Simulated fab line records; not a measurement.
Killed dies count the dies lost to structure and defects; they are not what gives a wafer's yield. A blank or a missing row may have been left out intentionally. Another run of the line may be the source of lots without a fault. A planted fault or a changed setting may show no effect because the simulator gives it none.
fab line records	flow sky130
record: lots: 11	wafers: 33	last-day: 50
route steps=708 shown FIELD_ISO@17 VT_ADJUST_LVTN@104 VT_ADJUST_NCORE@130
lots with no fault: from the same line, run without faults
start-h: hours from the record's opening day to when the first of the lot's shown wafers began	wait-h: how many hours have passed since the lot's step before this one	" the same as in the row above	L1.1+2: several wafers, shown together as one row	- no value present, or no start provided	* or withheld: withheld	< > ~ a bound
route shown NAME@n: NAME is a module with steps in the file, n the number in the route of the first one	usual: mean/standard deviation of fault-free wafers	same: alike in all rows	chamber/n: place in a boat	sites: per-site readings	_std_site: standard deviation of those values	_edge_site: mean of outer sites minus mean of inner sites	radius-mm: for every site, how far away it sits from the centre of the wafer	mask NAME#n: copy n	behind: the tool/chamber that last shaped the wafer	hold: the reason the lot was held/the length of the hold in hours/how it ended	device: names the non-switching transistor (n, p or np)	end of line: the tests these same wafers got at the end of their route	a step with no rows: only its recipe	killed: dies that structure and defects cost at the first sort, which is not the same as the wafer's yield	map: per-die view of a wafer (x killed, . not killed, _ where there is no die)
set.NAME: the setting as run; set.NAME@STEP: as run at that earlier step	model.NAME: the simulator's own value behind a step, which no gauge read
steps of the route over a sample of lots; a table a step, a row a wafer
services: the hour from which a tool's chamber was out of use, counted from the record's first day as start-h (under 0 if before that day), plus the number of hours and why
== steps ==
step: SKY_FIELD_ISO_STRIP_16
recipe: chemistry: O2/N2	power-w: 1400	pressure-mtorr: 1500	platen-temp-c: withheld	o2-flow-sccm: 3000	n2-flow-sccm: 300	overash-fraction: 0.5
usual: drypump-motor-current-A: 5.4/0.58	n2-flow-sccm: 299.9/0.84	oes-product-au: 0.378/0.0045	strip-time-to-endpoint-s: 3.54/0.036
lot.wafer	tool	chamber	start-h	wait-h	drypump-motor-current-A	n2-flow-sccm	oes-product-au	rf-hours-counter-h	strip-time-to-endpoint-s
L716.2	plasma-asher-01	1	27.63	0.0	5.0	297.8	0.374	36	3.57
L716.3	"	1	"	"	5.0	299.3	0.374	-	3.51
L716.4	"	0	"	"	4.9	300.3	0.385	-	3.56
L717.3	plasma-asher-03	1	35.94	0.1	6.0	299.6	0.384	-	3.59
L717.5	"	1	"	"	6.0	298.9	0.376	-	3.56
L717.6	"	0	"	"	6.0	299.3	0.370	-	3.53
L718.2	plasma-asher-01	0	38.33	0.0	4.8	299.8	0.380	37	3.53
L718.4	"	1	"	"	5.0	301.7	0.370	-	3.48
L718.6	"	1	"	"	5.0	300.9	0.378	-	3.52
L719.1	plasma-asher-01	1	44.48	0.0	5.0	299.3	0.381	38	3.54
L719.3	"	1	"	"	5.0	299.8	0.379	-	3.52
L719.5	"	0	"	"	4.8	300.2	0.377	-	3.59
L720.2	plasma-asher-01	1	49.11	0.0	5.0	297.7	0.376	38	3.51
L720.4	"	1	"	"	5.0	299.7	0.369	-	3.52
L720.5	"	0	"	"	4.8	299.9	0.369	-	3.56
L722.1	plasma-asher-03	0	61.31	0.0	6.0	300.0	0.381	25	3.49
L722.3	"	0	"	"	6.0	301.3	0.376	-	3.54
L722.5	"	0	"	"	6.0	301.3	0.369	-	3.51
L725.3	plasma-asher-03	1	76.39	0.1	6.0	300.1	0.370	-	3.54
L725.4	"	0	"	"	6.0	300.2	0.371	-	3.50
L725.5	"	0	"	"	6.0	300.7	0.378	-	3.50
L734.2	plasma-asher-03	0	122.68	0.0	6.0	301.0	0.374	32	3.51
L734.4	"	0	"	"	6.0	299.5	0.384	-	3.55
L734.5	"	0	"	"	6.0	300.3	0.377	-	3.55
L736.2	plasma-asher-01	1	133.71	0.0	5.0	299.8	0.381	47	3.49
L736.3	"	0	"	"	4.8	299.2	0.384	-	3.54
L736.6	"	1	"	"	5.0	298.2	0.375	-	3.52
L737.1	plasma-asher-01	1	137.78	0.0	5.0	298.7	0.377	47	3.50
L737.4	"	0	"	"	4.8	300.8	0.384	-	3.58
L737.5	"	1	"	"	5.0	299.8	0.382	-	3.59
L738.1	plasma-asher-01	0	143.38	0.0	4.8	299.9	0.369	48	3.46
L738.3	"	1	"	"	5.0	297.6	0.386	-	3.55
L738.4	"	0	"	"	4.8	300.3	0.378	-	3.57
step: SKY_FIELD_ISO_CVD_24
recipe: material: SiO2	target-thk-nm: 595	temp-c: 650	sigma-open-frac: 0.3	time-s: 99.2	sih4-flow-sccm: 60	pressure-mtorr: 6
lot.wafer	tool	chamber	start-h	wait-h
L716.2+3+4	hdpcvd-02	1,2,1	29.46	0.0
L717.3+5+6	hdpcvd-01	2,0,2	39.23	0.0
L718.2+4+6	hdpcvd-02	1,1,2	40.01	0.0
L719.1+3+5	hdpcvd-01	2,0,1	46.86	0.1
L720.2+4+5	hdpcvd-01	0,0,1	50.78	0.0
L722.1+3+5	hdpcvd-02	1,2,1	63.37	0.1
L725.3+4+5	hdpcvd-01	0,1,0	79.12	0.0
L734.2+4+5	hdpcvd-01	1,1,0	125.40	0.0
L736.2+3+6	hdpcvd-02	1,2,1	136.31	0.0
L737.1+4+5	hdpcvd-02	0,1,2	140.38	0.1
L738.1+3+4	hdpcvd-01	1,2,0	145.71	0.1
step: SKY_FIELD_ISO_THK_MEAS_25
recipe: reads: SiO2_of_FIELD_ISO_CVD_24
usual: FIELD_ISO_CVD_24_THK: 594/7.1
lot.wafer	tool	chamber	start-h	wait-h	hold	FIELD_ISO_CVD_24_THK[nm]
L716.2	film-metro-01	-	29.57	0.1	-	586
L716.3	"	-	"	"	-	601
L716.4	"	-	"	"	-	590
L717.3	film-metro-01	-	39.32	0.1	-	593
L717.5	"	-	"	"	-	595
L717.6	"	-	"	"	-	595
L718.2	film-metro-02	-	40.09	0.0	-	586
L718.4	"	-	"	"	-	589
L718.6	"	-	"	"	-	598
L719.1	film-metro-02	-	46.93	0.0	-	598
L719.3	"	-	"	"	-	591
L719.5	"	-	"	"	-	589
L720.2	film-metro-02	-	50.86	0.0	-	597
L720.4	"	-	"	"	-	596
L720.5	"	-	"	"	-	590
L722.1	film-metro-03	-	63.44	0.0	-	599
L722.3	"	-	"	"	-	608
L722.5	"	-	"	"	-	592
L725.3	film-metro-02	-	79.22	0.1	-	593
L725.4	"	-	"	"	-	584
L725.5	"	-	"	"	-	595
L734.2	film-metro-01	-	125.48	0.0	-	590
L734.4	"	-	"	"	-	582
L734.5	"	-	"	"	-	592
L736.2	film-metro-03	-	136.39	0.0	await-dispo/0.2h/release	609
L736.3	"	-	"	"	await-dispo/0.2h/release	834
L736.6	"	-	"	"	await-dispo/0.2h/release	609
L736.2	film-metro-03	-	136.62	0.2	-	609
L736.3	"	-	"	"	-	834
L736.6	"	-	"	"	-	609
L737.1	film-metro-01	-	140.45	0.0	await-dispo/0.2h/release	593
L737.4	"	-	"	"	await-dispo/0.2h/release	585
L737.5	"	-	"	"	await-dispo/0.2h/release	820
L737.1	film-metro-01	-	140.67	0.2	-	593
L737.4	"	-	"	"	-	585
L737.5	"	-	"	"	-	820
L738.1	film-metro-03	-	145.78	0.0	-	586
L738.3	"	-	"	"	-	582
L738.4	"	-	"	"	-	590
step: SKY_FIELD_ISO_CMP_27
recipe: stop-on: Si3N4	t-overpolish-s: 16	down-force-psi: 4	platen-rpm: 60	target-thk-nm: 457.8	pad-velocity-m-s: 0.94248
usual: motor-current-A: 11.6/1.2	slurry-filter-dp-kPa: 13.50/0.14	slurry-flow-ml-min: 150.0/0.49	time-to-endpoint-s: 112/3.5
lot.wafer	tool	chamber	start-h	wait-h	motor-current-A	slurry-filter-dp-kPa	slurry-flow-ml-min	time-to-endpoint-s
L716.2	cmp-02	0	31.27	0.1	10.9	13.58	150.5	118
L716.3	"	1	"	"	11.8	13.77	149.5	114
L716.4	"	2	"	"	10.2	13.57	149.4	115
L717.3	cmp-02	0	41.01	0.1	11.3	13.50	150.4	121
L717.5	"	1	"	"	11.6	13.39	151.0	114
L717.6	"	2	"	"	10.1	13.51	150.2	115
L718.2	cmp-02	2	42.98	0.0	10.6	13.72	149.6	115
L718.4	"	0	"	"	11.4	13.42	150.1	116
L718.6	"	3	"	"	11.5	13.63	149.0	118
L719.3	cmp-01	1	49.74	0.2	14.1	13.37	149.2	110
L719.1	"	2	"	"	10.8	13.51	149.5	109
L719.5	"	0	"	"	10.4	13.31	149.9	110
L720.2	cmp-02	0	53.23	0.1	11.6	13.50	150.0	118
L720.4	"	1	"	"	11.3	13.24	149.4	113
L720.5	"	3	"	"	11.8	13.53	150.1	118
L722.1	cmp-01	0	65.17	0.2	10.9	13.43	150.7	112
L722.3	"	1	"	"	13.5	13.41	150.1	113
L722.5	"	0	"	"	11.0	13.51	149.9	111
L725.3	cmp-01	0	80.97	0.1	11.1	13.39	150.8	109
L725.4	"	1	"	"	14.9	13.56	149.6	111
L725.5	"	0	"	"	10.1	13.58	150.1	113
L734.4	cmp-01	2	128.23	0.0	10.2	13.36	149.4	110
L734.2	"	0	"	"	10.7	13.54	149.1	113
L734.5	"	3	"	"	13.4	13.54	149.4	108
L736.3	cmp-01	3	142.68	0.0	13.2	13.61	150.2	150
L736.2	"	2	"	"	11.1	13.79	150.0	115
L736.6	"	3	"	"	13.8	13.37	150.3	110
L737.4	cmp-02	2	147.15	0.0	10.1	13.42	150.0	106
L737.1	"	0	"	"	10.9	13.41	150.1	119
L737.5	"	2	"	"	10.7	13.62	149.7	152
L738.1	cmp-01	1	148.49	0.1	13.6	13.66	150.7	111
L738.3	"	2	"	"	10.8	13.74	149.9	111
L738.4	"	3	"	"	13.0	13.18	149.7	112
step: SKY_VT_ADJUST_LVTN_OVL_MEAS_07
usual: VT_ADJUST_LVTN_OVL: -0.9/1.6
lot.wafer	tool	chamber	start-h	wait-h	VT_ADJUST_LVTN_OVL[nm]
L716.2	overlay-01	-	137.39	-	0.3
L716.3	"	-	"	"	0.6
L716.4	"	-	"	"	-0.5
L717.3	overlay-01	-	151.73	-	-2.7
L717.5	"	-	"	"	-0.7
L717.6	"	-	"	"	0.6
L718.2	overlay-02	-	153.62	-	-0.8
L718.4	"	-	"	"	-1.6
L718.6	"	-	"	"	-1.6
L719.1	overlay-02	-	161.46	-	-3.1
L719.3	"	-	"	"	-2.0
L719.5	"	-	"	"	-3.1
L720.2	overlay-01	-	165.09	-	-0.4
L720.4	"	-	"	"	0.5
L720.5	"	-	"	"	-2.1
L722.1	overlay-01	-	182.01	-	-0.1
L722.3	"	-	"	"	0.7
L722.5	"	-	"	"	2.3
L725.3	overlay-01	-	202.27	-	-3.1
L725.4	"	-	"	"	-3.4
L725.5	"	-	"	"	-4.4
L734.2	overlay-01	-	256.87	-	-1.0
L734.4	"	-	"	"	-1.4
L734.5	"	-	"	"	-2.6
L736.2	overlay-02	-	272.09	-	-2.9
L736.3	"	-	"	"	-2.2
L736.6	"	-	"	"	-2.3
L737.1	overlay-02	-	277.91	-	-1.6
L737.4	"	-	"	"	0.0
L737.5	"	-	"	"	-1.4
L738.1	overlay-01	-	282.41	-	-0.9
L738.3	"	-	"	"	0.1
L738.4	"	-	"	"	-1.0
step: SKY_VT_ADJUST_NCORE_TW_MEAS_11
usual: VT_ADJUST_NCORE_TW: 219.8/1.1
lot.wafer	tool	chamber	start-h	wait-h	VT_ADJUST_NCORE_TW
L716.2	film-metro-01	-	178.78	0.1	218.0
L716.3	"	-	"	"	217.8
L716.4	"	-	"	"	219.0
L717.3	film-metro-01	-	191.74	0.1	219.6
L717.5	"	-	"	"	217.8
L717.6	"	-	"	"	218.0
L718.2	film-metro-01	-	195.23	0.1	221.1
L718.4	"	-	"	"	220.9
L718.6	"	-	"	"	220.3
L719.1	film-metro-03	-	202.97	0.1	220.8
L719.3	"	-	"	"	221.1
L719.5	"	-	"	"	220.2
L720.2	film-metro-02	-	207.13	0.1	220.2
L720.4	"	-	"	"	221.0
L720.5	"	-	"	"	220.6
L722.1	film-metro-02	-	225.10	0.1	220.4
L722.3	"	-	"	"	220.8
L722.5	"	-	"	"	220.2
L725.3	film-metro-02	-	246.94	0.1	220.0
L725.4	"	-	"	"	220.6
L725.5	"	-	"	"	220.4
L734.2	film-metro-01	-	307.98	0.1	219.6
L734.4	"	-	"	"	219.7
L734.5	"	-	"	"	220.3
L736.2	film-metro-03	-	324.53	0.1	218.6
L736.3	"	-	"	"	218.3
L736.6	"	-	"	"	218.3
L737.1	film-metro-01	-	329.72	0.1	218.1
L737.4	"	-	"	"	218.2
L737.5	"	-	"	"	218.0
L738.1	film-metro-03	-	335.67	0.1	218.4
L738.3	"	-	"	"	219.4
L738.4	"	-	"	"	219.8
== services ==
tool	chamber	start-h	hours	kind
plasma-asher-03	-	9.08	2.8	pm
cmp-01	-	16.17	1.8	repair
cmp-01	-	26.02	9.6	pm
hdpcvd-02	0	27.68	5.7	repair
hdpcvd-01	1	31.33	3.7	repair
cmp-01	-	39.89	2.5	repair
cmp-01	-	41.39	4.1	repair
plasma-asher-03	-	42.69	2.0	repair
cmp-02	-	45.52	5.4	pm
cmp-01	-	51.55	2.7	repair
cmp-02	-	64.26	4.0	pm
hdpcvd-01	-	66.08	6.0	pm
hdpcvd-02	-	66.75	15.0	pm
hdpcvd-02	0	66.75	15.0	vent-cycle
hdpcvd-02	1	66.75	15.0	vent-cycle
hdpcvd-02	2	66.75	15.0	vent-cycle
cmp-02	-	68.26	-	consumable-replace:conditioner
cmp-02	-	68.26	-	consumable-replace:pad
hdpcvd-02	0	81.75	-	clean
cmp-01	-	87.36	23.5	repair
cmp-02	-	123.07	5.2	pm
plasma-asher-03	-	124.72	0.8	repair
cmp-01	-	128.67	4.1	pm
cmp-01	-	133.89	2.6	repair
== key ==
first-sign: step: SKY_FIELD_ISO_THK_MEAS_25	reading: visit	direction: added
effect: step: SKY_FIELD_ISO_THK_MEAS_25	reading: FIELD_ISO_CVD_24_THK	direction: up	sigmas: 33	usual: 594	struck: 827
effect: step: SKY_FIELD_ISO_CMP_27	reading: time-to-endpoint-s	direction: up	sigmas: 11	usual: *	struck: *
met-at SKY_FIELD_ISO_CVD_24
struck-lots L736,L737
struck-wafers L736.3,L737.5
tester-left-out L736,L737
not-acting-at SKY_FIELD_ISO_STRIP_16,SKY_VT_ADJUST_LVTN_OVL_MEAS_07,SKY_VT_ADJUST_NCORE_TW_MEAS_11
onset-between 63.37 136.31
fault: kind: process-parameter-drift	tool: hdpcvd-02	chamber: 2	onset-h: 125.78	steps: SKY_FIELD_ISO_CVD_24	channel: target-thk-nm	offset: 226.71	shape: step	end-h: 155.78	acts-in: these-recipes-only	stated: 595
tester-left-out: of these lots the tester's yield and bins aren't shown, on N5 and GAA mostly nor the transistor test; their killed dies are dies lost to structure and defects alone, not to doping, threshold or leakage, so they don't give the yield
